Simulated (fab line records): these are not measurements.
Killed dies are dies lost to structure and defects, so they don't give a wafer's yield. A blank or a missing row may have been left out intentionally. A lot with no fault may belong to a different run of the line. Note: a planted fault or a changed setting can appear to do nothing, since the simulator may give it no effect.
fab line records ; flow sky130
[record] lots = 13; wafers = 38; lastDay = 50
route steps=708 shown METAL2@502 VIA2@508 VIA3@576 METAL4@598
lots with no fault: from the same line, run without faults
startH: hours from the record's first day to the start of the lot's first wafer shown ; waitH: how many hours have passed since the lot's step before this one ; " identical to the entry in the row above ; L1.1+2: a row that stands for several wafers ; - no value, or no start was given ; * or withheld: withheld ; < > ~ a bound
route shown NAME@n: a module of which the file shows steps, and the number in the route of the first ; usual: the fault-free wafers' mean and standard deviation ; same: alike in all rows ; chamber/n: place in a boat ; sites: per-site readings ; _std_site: their standard deviation ; _edge_site: mean of outer sites minus mean of inner sites ; radiusMm: for every site, how far away it sits from the centre of the wafer ; mask NAME#n: copy n ; behind: the tool/chamber that last shaped the wafer ; hold: the reason the lot was held/the length of the hold in hours/how it ended ; device: whichever transistor did not switch (one of n, p or np) ; end of line: the same wafers' tests at the end of the route ; for a step that has no rows: nothing shown but its recipe ; killed: the dies lost at the first sort to structure and to defects; this is not the yield of the wafer ; map: a wafer's dies, x killed, . not, _ none there
set.NAME: the setting that was run; set.NAME@STEP: the one run at that earlier step ; model.NAME: the simulator's own value behind a step, which no gauge read
route steps across a sampled set of lots; one table per step, one row per wafer
services: from which hour (startH, from the record's first day; less than 0 if before it) a tool's chamber was out of use, for how many hours, and why
[[steps]]
[step SKY_METAL2_METAL_ETCH_19]
[recipe] targetDepthA = 3600; stopOn = SiO2; overEtchFrac = 0.3; timeS = 78; chemistry = Cl2/BCl3; resistSidewallDeg = 88; pressureMtorr = 10; icpW = 900; biasW = 48.5; Cl2_flow_sccm = 60; bcl3FlowSccm = 30
[usual] drypumpMotorCurrentA = 5.8/0.53; mfcCl2Sccm = 59.98/0.17; oesProductAu = 0.856/0.0055; runLengthS = 106.4/0.37; throttleValvePct = 22.264/0.01
lot.wafer;tool;chamber;startH;waitH;drypumpMotorCurrentA;mfcCl2Sccm;oesProductAu;rfHoursCounterH;runLengthS;throttleValvePct
L265.1;rieMetal-02;1;808.83;0.0;6.3;59.98;0.859;7;106.5;22.255
L265.4;rieMetal-02;1;808.83;0.0;6.3;60.18;0.849;-;106.7;22.271
L265.5;rieMetal-02;1;808.83;0.0;6.3;59.72;0.857;-;106.8;22.272
L266.2;rieMetal-02;0;826.64;0.0;5.9;60.16;0.850;13;106.6;22.260
L266.3;rieMetal-02;0;826.64;0.0;5.9;60.12;0.862;-;106.3;22.274
L266.4;rieMetal-02;1;826.64;0.0;6.3;59.88;0.849;-;106.9;22.248
L267.1;rieMetal-02;0;842.06;0.0;5.9;59.94;0.860;13;106.2;22.280
L267.2;rieMetal-02;1;842.06;0.0;6.3;60.09;0.860;8;106.4;22.268
L267.6;rieMetal-02;1;842.06;0.0;6.3;59.75;0.856;-;106.7;22.276
L268.4;rieMetal-02;0;847.80;0.1;5.9;59.92;0.863;-;106.5;22.253
L268.5;rieMetal-02;0;847.80;0.1;5.9;59.91;0.856;-;106.5;22.260
L268.6;rieMetal-02;1;847.80;0.1;6.3;60.13;0.864;-;106.6;22.260
L270.1;rieMetal-02;1;859.97;0.0;6.3;59.93;0.845;9;106.9;22.286
L270.3;rieMetal-02;0;859.97;0.0;5.9;59.99;0.853;-;106.7;22.274
L270.6;rieMetal-02;1;859.97;0.0;6.3;59.88;0.863;-;106.5;22.254
L271.1;rieMetal-03;1;871.17;0.0;5.1;59.92;0.849;4;106.2;22.256
L271.4;rieMetal-03;1;871.17;0.0;5.1;59.62;0.850;-;106.2;22.270
L271.6;rieMetal-03;0;871.17;0.0;5.0;59.97;0.859;-;105.6;22.262
L272.2;rieMetal-02;0;878.52;0.0;5.9;60.13;0.847;15;106.2;22.278
L272.5;rieMetal-02;1;878.52;0.0;6.3;60.30;0.854;-;106.9;22.246
L272.6;rieMetal-02;0;878.52;0.0;5.9;60.39;0.860;-;106.3;22.262
L273.1;rieMetal-02;0;885.01;0.0;5.9;60.25;0.862;15;106.9;22.282
L273.3;rieMetal-02;0;885.01;0.0;5.9;59.98;0.855;-;106.1;22.259
L273.5;rieMetal-02;0;885.01;0.0;5.9;60.28;0.863;-;106.5;22.242
L276.1;rieMetal-01;0;906.97;0.1;6.2;59.83;0.852;14;105.6;22.263
L276.5;rieMetal-01;0;906.97;0.1;6.3;59.89;0.859;-;106.0;22.283
L284.1;rieMetal-03;1;978.07;0.0;5.1;59.94;0.856;9;106.5;22.269
L284.2;rieMetal-03;0;978.07;0.0;5.0;59.86;0.848;9;105.9;22.261
L284.6;rieMetal-03;0;978.07;0.0;5.0;59.81;0.853;-;105.6;22.266
L285.1;rieMetal-02;1;979.42;0.1;6.3;59.85;0.861;15;106.6;22.267
L285.3;rieMetal-02;1;979.42;0.1;6.3;59.79;0.858;-;106.8;22.272
L285.5;rieMetal-02;1;979.42;0.1;6.3;59.67;0.858;-;106.9;22.265
L286.2;rieMetal-02;0;980.92;0.0;5.9;59.95;0.859;20;106.3;22.251
L286.5;rieMetal-02;0;980.92;0.0;5.9;60.21;0.855;-;106.1;22.270
L286.6;rieMetal-02;1;980.92;0.0;6.3;59.84;0.850;-;106.7;22.255
L288.2;rieMetal-02;0;990.92;0.0;5.9;59.95;0.854;21;106.2;22.270
L288.4;rieMetal-02;1;990.92;0.0;6.3;59.70;0.847;-;106.7;22.261
L288.5;rieMetal-02;1;990.92;0.0;6.3;60.04;0.859;-;107.1;22.282
[step SKY_VIA2_THK_MEAS_01]
[recipe] reads = SiO2_of_VIA2_HDPCVD_00
[usual] VIA2_HDPCVD_THK = 1177/11
lot.wafer;tool;chamber;startH;waitH;VIA2_HDPCVD_THK[nm]
L265.1;filmMetro-03;-;810.03;0.1;1165
L265.4;filmMetro-03;-;810.03;0.1;1175
L265.5;filmMetro-03;-;810.03;0.1;1166
L266.2;filmMetro-03;-;827.46;0.1;1172
L266.3;filmMetro-03;-;827.46;0.1;1166
L266.4;filmMetro-03;-;827.46;0.1;1176
L267.1;filmMetro-03;-;842.87;0.1;1170
L267.2;filmMetro-03;-;842.87;0.1;1171
L267.6;filmMetro-03;-;842.87;0.1;1157
L268.4;filmMetro-03;-;848.61;0.0;1170
L268.5;filmMetro-03;-;848.61;0.0;1171
L268.6;filmMetro-03;-;848.61;0.0;1173
L270.1;filmMetro-04;-;860.78;0.1;1181
L270.3;filmMetro-04;-;860.78;0.1;1202
L270.6;filmMetro-04;-;860.78;0.1;1185
L271.1;filmMetro-01;-;871.98;0.1;1209
L271.4;filmMetro-01;-;871.98;0.1;1193
L271.6;filmMetro-01;-;871.98;0.1;1198
L272.2;filmMetro-03;-;879.34;0.1;1180
L272.5;filmMetro-03;-;879.34;0.1;1167
L272.6;filmMetro-03;-;879.34;0.1;1185
L273.1;filmMetro-04;-;885.82;0.1;1182
L273.3;filmMetro-04;-;885.82;0.1;1191
L273.5;filmMetro-04;-;885.82;0.1;1182
L276.1;filmMetro-01;-;907.87;0.1;1188
L276.5;filmMetro-01;-;907.87;0.1;1183
L284.1;filmMetro-03;-;978.88;0.1;1166
L284.2;filmMetro-03;-;978.88;0.1;1185
L284.6;filmMetro-03;-;978.88;0.1;1183
L285.1;filmMetro-03;-;980.31;0.1;1187
L285.3;filmMetro-03;-;980.31;0.1;1192
L285.5;filmMetro-03;-;980.31;0.1;1168
L286.2;filmMetro-01;-;981.77;0.1;1184
L286.5;filmMetro-01;-;981.77;0.1;1175
L286.6;filmMetro-01;-;981.77;0.1;1180
L288.2;filmMetro-03;-;991.76;0.1;1181
L288.4;filmMetro-03;-;991.76;0.1;1196
L288.5;filmMetro-03;-;991.76;0.1;1184
[step SKY_VIA3_BOW_MEAS_03]
[recipe] mode = bow
[usual] VIA3_BOW = 78/8.4
lot.wafer;tool;chamber;startH;waitH;VIA3_BOW[um]
L265.1;filmMetro-02;-;892.57;0.1;82
L265.4;filmMetro-02;-;892.57;0.1;78
L265.5;filmMetro-02;-;892.57;0.1;73
L266.2;filmMetro-04;-;908.56;0.3;71
L266.3;filmMetro-04;-;908.56;0.3;69
L266.4;filmMetro-04;-;908.56;0.3;77
L267.1;filmMetro-04;-;923.91;0.2;69
L267.2;filmMetro-04;-;923.91;0.2;77
L267.6;filmMetro-04;-;923.91;0.2;68
L268.4;filmMetro-02;-;929.60;0.3;80
L268.5;filmMetro-02;-;929.60;0.3;75
L268.6;filmMetro-02;-;929.60;0.3;84
L270.1;filmMetro-04;-;940.80;0.1;93
L270.3;filmMetro-04;-;940.80;0.1;88
L270.6;filmMetro-04;-;940.80;0.1;84
L271.1;filmMetro-04;-;951.13;0.1;76
L271.4;filmMetro-04;-;951.13;0.1;94
L271.6;filmMetro-04;-;951.13;0.1;84
L272.2;filmMetro-04;-;957.37;0.1;70
L272.5;filmMetro-04;-;957.37;0.1;67
L272.6;filmMetro-04;-;957.37;0.1;68
L273.1;filmMetro-04;-;964.30;0.1;95
L273.3;filmMetro-04;-;964.30;0.1;78
L273.5;filmMetro-04;-;964.30;0.1;76
L276.1;filmMetro-02;-;985.28;0.1;73
L276.5;filmMetro-02;-;985.28;0.1;78
L284.1;filmMetro-04;-;1051.54;0.1;75
L284.2;filmMetro-04;-;1051.54;0.1;80
L284.6;filmMetro-04;-;1051.54;0.1;61
L285.1;filmMetro-04;-;1053.38;0.1;75
L285.3;filmMetro-04;-;1053.38;0.1;84
L285.5;filmMetro-04;-;1053.38;0.1;79
L286.2;filmMetro-04;-;1055.01;0.2;97
L286.5;filmMetro-04;-;1055.01;0.2;74
L286.6;filmMetro-04;-;1055.01;0.2;88
L288.2;filmMetro-02;-;1064.07;0.3;75
L288.4;filmMetro-02;-;1064.07;0.3;84
L288.5;filmMetro-02;-;1064.07;0.3;88
[step SKY_VIA3_ETCH_14]
[recipe] chemistry = N2/H2; target = BARC; ionEnergyEv = 200; sourceW = 500; biasW = 100; pressureMtorr = 30; n2FlowSccm = 100; h2FlowSccm = 200; stopOn = SiO2; timeS = 45.9; targetDepthA = 600
[usual] drypumpMotorCurrentA = 5.8/0.51; h2FlowSccm = 199.9/0.64; oesProductAu = 0.854/0.005; runLengthS = 74.1/0.42; throttleValvePct = 13.226/0.0096
lot.wafer;tool;chamber;startH;waitH;drypumpMotorCurrentA;h2FlowSccm;oesProductAu;rfHoursCounterH;runLengthS;throttleValvePct
L265.1;rieDiel-04;2;918.11;0.0;5.1;200.0;0.851;8;74.2;13.231
L265.4;rieDiel-04;1;918.11;0.0;5.5;201.1;0.853;18;73.7;13.224
L265.5;rieDiel-04;1;918.11;0.0;5.5;199.9;0.854;-;74.2;13.212
L266.2;rieDiel-03;2;933.08;0.0;5.7;199.2;0.856;16;74.1;13.226
L266.3;rieDiel-03;3;933.08;0.0;5.4;199.5;0.858;9;74.6;13.223
L266.4;rieDiel-03;0;933.08;0.0;6.2;200.3;0.861;14;74.5;13.239
L267.1;rieDiel-03;1;949.18;0.0;4.7;199.8;0.851;6;73.8;13.227
L267.2;rieDiel-03;0;949.18;0.0;6.2;199.7;0.848;14;74.6;13.227
L267.6;rieDiel-03;0;949.18;0.0;6.3;199.6;0.859;-;74.1;13.215
L268.4;rieDiel-02;0;954.23;0.0;6.0;201.6;0.851;17;74.3;13.232
L268.5;rieDiel-02;0;954.23;0.0;6.0;200.8;0.848;-;74.1;13.220
L268.6;rieDiel-02;3;954.23;0.0;6.6;198.9;0.850;-;73.7;13.243
L270.1;rieDiel-04;1;964.81;0.0;5.6;198.7;0.850;20;74.1;13.218
L270.3;rieDiel-04;3;964.81;0.0;5.7;199.8;0.847;17;75.0;13.221
L270.6;rieDiel-04;0;964.81;0.0;6.2;200.2;0.860;-;73.6;13.208
L271.1;rieDiel-03;0;975.38;0.0;6.3;199.7;0.849;15;74.7;13.228
L271.4;rieDiel-03;3;975.38;0.0;5.4;199.8;0.850;-;74.7;13.220
L271.6;rieDiel-03;2;975.38;0.0;5.7;199.8;0.854;-;74.0;13.226
L272.2;rieDiel-03;1;981.16;0.0;4.7;199.1;0.859;6;73.6;13.220
L272.5;rieDiel-03;1;981.16;0.0;4.7;198.8;0.854;-;73.9;13.224
L272.6;rieDiel-03;2;981.16;0.0;5.7;200.2;0.856;-;73.9;13.234
L273.1;rieDiel-02;2;988.33;0.0;5.7;199.9;0.854;17;73.6;13.215
L273.3;rieDiel-02;3;988.33;0.0;6.6;198.9;0.856;12;73.9;13.225
L273.5;rieDiel-02;2;988.33;0.0;5.7;200.0;0.854;-;73.8;13.233
L276.1;rieDiel-02;1;1009.13;0.0;6.0;200.5;0.989;10;51.6;13.234
L276.5;rieDiel-02;3;1009.13;0.0;6.6;199.8;1.004;-;51.0;13.223
L284.1;rieDiel-03;1;1072.93;0.0;4.7;200.0;0.852;9;73.6;13.226
L284.2;rieDiel-03;3;1072.93;0.0;5.4;199.6;0.856;13;74.1;13.229
L284.6;rieDiel-03;2;1072.93;0.0;5.7;200.7;0.855;-;74.2;13.238
L285.1;rieDiel-04;0;1074.53;0.0;6.2;199.6;0.857;14;73.5;13.213
L285.3;rieDiel-04;3;1074.53;0.0;5.7;201.5;0.852;20;74.9;13.226
L285.5;rieDiel-04;1;1074.53;0.0;5.5;199.2;0.848;-;74.2;13.241
L286.2;rieDiel-04;2;1076.81;0.0;5.1;200.1;0.854;12;74.6;13.202
L286.5;rieDiel-04;3;1076.81;0.0;5.7;200.0;0.855;-;74.9;13.224
L286.6;rieDiel-04;2;1076.81;0.0;5.2;199.8;0.846;-;74.0;13.230
L288.2;rieDiel-04;3;1084.63;0.0;5.7;200.1;0.853;20;74.5;13.238
L288.4;rieDiel-04;1;1084.63;0.0;5.5;199.6;0.854;23;73.8;13.216
L288.5;rieDiel-04;1;1084.63;0.0;5.5;199.5;0.850;-;74.1;13.235
[step SKY_VIA3_ETCH_15]
[recipe] target = SiO2; chemistry = C4F8/O2/Ar; targetDepthNm = 507; stopOn = TiN; maskMaterial = KrF-thick; sourceW = 1500; biasW = 1200; pressureMtorr = 40; c4f8FlowSccm = withheld; O2_flow_sccm = 6; Ar_flow_sccm = 300; timeS = 78
[usual] oesProductAu = 0.945/0.0049; runLengthS = 106.2/0.38
lot.wafer;tool;chamber;startH;waitH;oesProductAu;runLengthS
L265.1;rieDiel-04;2;918.16;0.0;0.952;106.4
L265.4;rieDiel-04;1;918.16;0.0;0.940;105.9
L265.5;rieDiel-04;1;918.16;0.0;0.945;106.2
L266.2;rieDiel-03;2;933.12;0.0;0.942;106.7
L266.3;rieDiel-03;3;933.12;0.0;0.942;106.3
L266.4;rieDiel-03;0;933.12;0.0;0.939;106.5
L267.1;rieDiel-03;1;949.22;0.0;0.938;106.3
L267.2;rieDiel-03;0;949.22;0.0;0.941;106.2
L267.6;rieDiel-03;0;949.22;0.0;0.937;106.6
L268.4;rieDiel-02;0;954.27;0.0;0.942;105.8
L268.5;rieDiel-02;0;954.27;0.0;0.950;106.4
L268.6;rieDiel-02;3;954.27;0.0;0.942;106.2
L270.1;rieDiel-04;1;964.86;0.0;0.941;105.9
L270.3;rieDiel-04;3;964.86;0.0;0.949;106.9
L270.6;rieDiel-04;0;964.86;0.0;0.948;105.7
L271.1;rieDiel-03;0;975.42;0.0;0.939;106.2
L271.4;rieDiel-03;3;975.42;0.0;0.941;106.8
L271.6;rieDiel-03;2;975.42;0.0;0.950;106.2
L272.2;rieDiel-03;1;981.21;0.0;0.944;105.8
L272.5;rieDiel-03;1;981.21;0.0;0.953;105.7
L272.6;rieDiel-03;2;981.21;0.0;0.936;106.1
L273.1;rieDiel-02;2;988.37;0.0;0.949;105.8
L273.3;rieDiel-02;3;988.37;0.0;0.944;106.1
L273.5;rieDiel-02;2;988.37;0.0;0.944;105.8
L276.1;rieDiel-02;1;1009.17;0.0;0.372;106.0
L276.5;rieDiel-02;3;1009.17;0.0;0.382;105.8
L284.1;rieDiel-03;1;1072.97;0.0;0.944;105.8
L284.2;rieDiel-03;3;1072.97;0.0;0.935;106.2
L284.6;rieDiel-03;2;1072.97;0.0;0.943;106.2
L285.1;rieDiel-04;0;1074.57;0.0;0.944;105.5
L285.3;rieDiel-04;3;1074.57;0.0;0.946;106.9
L285.5;rieDiel-04;1;1074.57;0.0;0.948;106.5
L286.2;rieDiel-04;2;1076.86;0.0;0.948;106.6
L286.5;rieDiel-04;3;1076.86;0.0;0.941;106.6
L286.6;rieDiel-04;2;1076.86;0.0;0.954;106.2
L288.2;rieDiel-04;3;1084.67;0.0;0.942;106.8
L288.4;rieDiel-04;1;1084.67;0.0;0.942;106.0
L288.5;rieDiel-04;1;1084.67;0.0;0.946;106.1
[step SKY_VIA3_STRIP_16]
[recipe] chemistry = O2/N2; powerW = 1400; pressureMtorr = 1500; platenTempC = withheld; o2FlowSccm = 3000; n2FlowSccm = 300; overashFraction = 0.5
[usual] drypumpMotorCurrentA = 5.8/0.46; oesProductAu = 0.402/0.0043; stripTimeToEndpointS = 4.130/0.022
lot.wafer;tool;chamber;startH;waitH;drypumpMotorCurrentA;oesProductAu;rfHoursCounterH;stripTimeToEndpointS
L265.1;plasmaAsher-01;1;918.22;0.0;6.6;0.399;111;4.123
L265.4;plasmaAsher-01;0;918.22;0.0;6.5;0.403;-;4.119
L265.5;plasmaAsher-01;1;918.22;0.0;6.6;0.401;-;4.118
L266.2;plasmaAsher-01;0;933.18;0.0;6.5;0.408;113;4.086
L266.3;plasmaAsher-01;1;933.18;0.0;6.6;0.397;-;4.140
L266.4;plasmaAsher-01;0;933.18;0.0;6.4;0.410;-;4.141
L267.1;plasmaAsher-03;1;949.28;0.0;5.7;0.399;50;4.140
L267.2;plasmaAsher-03;0;949.28;0.0;5.6;0.404;50;4.146
L267.6;plasmaAsher-03;0;949.28;0.0;5.6;0.406;-;4.127
L268.4;plasmaAsher-03;0;954.36;0.1;5.6;0.403;-;4.118
L268.5;plasmaAsher-03;0;954.36;0.1;5.6;0.402;-;4.136
L268.6;plasmaAsher-03;1;954.36;0.1;5.7;0.403;-;4.115
L270.1;plasmaAsher-01;0;964.92;0.0;6.5;0.398;118;4.122
L270.3;plasmaAsher-01;1;964.92;0.0;6.6;0.406;-;4.177
L270.6;plasmaAsher-01;1;964.92;0.0;6.6;0.397;-;4.153
L271.1;plasmaAsher-01;1;975.48;0.0;6.6;0.394;119;4.127
L271.4;plasmaAsher-01;0;975.48;0.0;6.5;0.398;-;4.158
L271.6;plasmaAsher-01;1;975.48;0.0;6.6;0.398;-;4.110
L272.2;plasmaAsher-03;0;981.27;0.0;5.6;0.402;55;4.141
L272.5;plasmaAsher-03;1;981.27;0.0;5.7;0.404;-;4.127
L272.6;plasmaAsher-03;0;981.27;0.0;5.6;0.398;-;4.107
L273.1;plasmaAsher-03;0;988.43;0.0;5.6;0.411;57;4.134
L273.3;plasmaAsher-03;1;988.43;0.0;5.8;0.405;-;4.117
L273.5;plasmaAsher-03;0;988.43;0.0;5.6;0.399;-;4.126
L276.1;plasmaAsher-03;0;1009.23;0.0;5.6;0.414;60;4.374
L276.5;plasmaAsher-03;0;1009.23;0.0;5.6;0.417;-;4.333
L284.1;plasmaAsher-01;0;1073.03;0.0;6.5;0.408;0;4.129
L284.2;plasmaAsher-01;1;1073.03;0.0;6.6;0.403;0;4.181
L284.6;plasmaAsher-01;1;1073.03;0.0;6.6;0.396;-;4.107
L285.1;plasmaAsher-03;1;1074.63;0.0;5.7;0.397;67;4.154
L285.3;plasmaAsher-03;0;1074.63;0.0;5.6;0.406;-;4.147
L285.5;plasmaAsher-03;1;1074.63;0.0;5.8;0.403;-;4.110
L286.2;plasmaAsher-04;0;1076.92;0.0;5.5;0.406;90;4.137
L286.5;plasmaAsher-04;1;1076.92;0.0;5.2;0.402;-;4.119
L286.6;plasmaAsher-04;0;1076.92;0.0;5.6;0.400;-;4.156
L288.2;plasmaAsher-04;1;1084.73;0.0;5.2;0.401;90;4.126
L288.4;plasmaAsher-04;0;1084.73;0.0;5.5;0.393;-;4.122
L288.5;plasmaAsher-04;0;1084.73;0.0;5.6;0.403;-;4.129
[step SKY_METAL4_SPUTTER_00]
[recipe] material = Ti; targetThkNm = 15; powerW = 3000; timeS = 10; chamberPressurePa = 0.4
[usual] throttleValvePct = 29.9/0.96
lot.wafer;tool;chamber;startH;waitH;throttleValvePct
L265.1;pvdSputter-03;-;919.47;0.2;30.5
L265.4;pvdSputter-03;-;919.47;0.2;29.9
L265.5;pvdSputter-03;-;919.47;0.2;28.4
L266.2;pvdSputter-04;-;934.47;0.2;30.1
L266.3;pvdSputter-04;-;934.47;0.2;29.7
L266.4;pvdSputter-04;-;934.47;0.2;32.1
L267.1;pvdSputter-04;-;950.57;0.2;28.3
L267.2;pvdSputter-04;-;950.57;0.2;30.3
L267.6;pvdSputter-04;-;950.57;0.2;31.7
L268.4;pvdSputter-03;-;955.58;0.1;28.5
L268.5;pvdSputter-03;-;955.58;0.1;30.7
L268.6;pvdSputter-03;-;955.58;0.1;31.4
L270.1;pvdSputter-03;-;966.18;0.1;29.9
L270.3;pvdSputter-03;-;966.18;0.1;31.7
L270.6;pvdSputter-03;-;966.18;0.1;31.7
L271.1;pvdSputter-02;-;976.81;0.2;29.3
L271.4;pvdSputter-02;-;976.81;0.2;29.0
L271.6;pvdSputter-02;-;976.81;0.2;30.1
L272.2;pvdSputter-02;-;982.52;0.2;30.1
L272.5;pvdSputter-02;-;982.52;0.2;30.2
L272.6;pvdSputter-02;-;982.52;0.2;28.8
L273.1;pvdSputter-02;-;989.68;0.1;30.0
L273.3;pvdSputter-02;-;989.68;0.1;29.3
L273.5;pvdSputter-02;-;989.68;0.1;29.4
L284.1;pvdSputter-03;-;1075.77;0.2;30.2
L284.2;pvdSputter-03;-;1075.77;0.2;28.4
L284.6;pvdSputter-03;-;1075.77;0.2;30.2
L285.1;pvdSputter-04;-;1076.97;0.1;31.6
L285.3;pvdSputter-04;-;1076.97;0.1;30.2
L285.5;pvdSputter-04;-;1076.97;0.1;31.7
L286.2;pvdSputter-02;-;1079.97;0.2;29.1
L286.5;pvdSputter-02;-;1079.97;0.2;30.3
L286.6;pvdSputter-02;-;1079.97;0.2;28.8
L288.2;pvdSputter-02;-;1086.66;0.1;28.8
L288.4;pvdSputter-02;-;1086.66;0.1;30.2
L288.5;pvdSputter-02;-;1086.66;0.1;28.9
[[services]]
tool;chamber;startH;hours;kind
rieDiel-02;3;804.66;1.8;repair
pvdSputter-02;-;806.54;1.6;repair
rieDiel-02;3;811.23;15.4;repair
plasmaAsher-03;-;842.77;0.4;repair
rieDiel-03;1;843.60;13.1;repair
rieDiel-04;3;849.32;2.4;repair
plasmaAsher-01;-;858.36;3.5;repair
plasmaAsher-03;-;867.80;16.0;pm
rieDiel-02;1;884.79;5.1;repair
rieDiel-03;-;898.55;4.2;repair
rieDiel-02;2;903.95;10.2;repair
rieDiel-02;-;916.70;1.5;repair
rieDiel-04;2;943.46;29.7;repair
rieDiel-04;1;947.01;8.4;repair
rieMetal-02;-;956.76;1.4;pm
rieDiel-03;0;964.45;6.0;repair
rieDiel-03;1;968.94;7.9;repair
rieMetal-02;0;969.84;10.9;repair
rieDiel-03;3;971.46;3.1;repair
rieDiel-02;-;971.88;2.8;pm
plasmaAsher-01;-;979.70;15.6;pm
rieDiel-02;2;1032.02;5.8;repair
rieDiel-03;2;1040.24;4.1;repair
rieDiel-03;-;1067.51;4.0;pm
[[key]]
[firstSign] step = SKY_VIA3_ETCH_14; reading = runLengthS; direction = down; sigmas = 55; usual = *; struck = *
[effect] step = SKY_VIA3_ETCH_14; reading = oesProductAu; direction = up; sigmas = 29; usual = 0.854; struck = 0.997
[effect] step = SKY_VIA3_ETCH_15; reading = oesProductAu; direction = down; sigmas = 99+; usual = 0.945; struck = 0.377
[effect] step = SKY_VIA3_STRIP_16; reading = stripTimeToEndpointS; direction = up; sigmas = 10; usual = *; struck = *
[effect] step = SKY_METAL4_SPUTTER_00; reading = visit; direction = missing
metAt SKY_VIA3_ETCH_14
struckLots L276
struckWafers L276.1,L276.5
laterRowsLeftOut L276.1,L276.5
sortLeftOut L276.1,L276.5
notActingAt SKY_METAL2_METAL_ETCH_19,SKY_VIA2_THK_MEAS_01,SKY_VIA3_BOW_MEAS_03
onsetBetween 988.33 1009.13
[fault] kind = processParameterDrift; tool = rieDiel-02; chamber = -; onsetH = 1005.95; steps = SKY_VIA3_ETCH_14; channel = timeS; offset = *; shape = step; endH = 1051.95; scope = struckWafersOnly; actsIn = *; stated = *
// sortLeftOut: the simulated sort isn't trusted on such a fault, so these wafers' sort isn't shown, and their yield isn't known
// laterRowsLeftOut: the simulator's readings of these wafers behind a module that went badly wrong aren't trusted and aren't shown, but for the sort
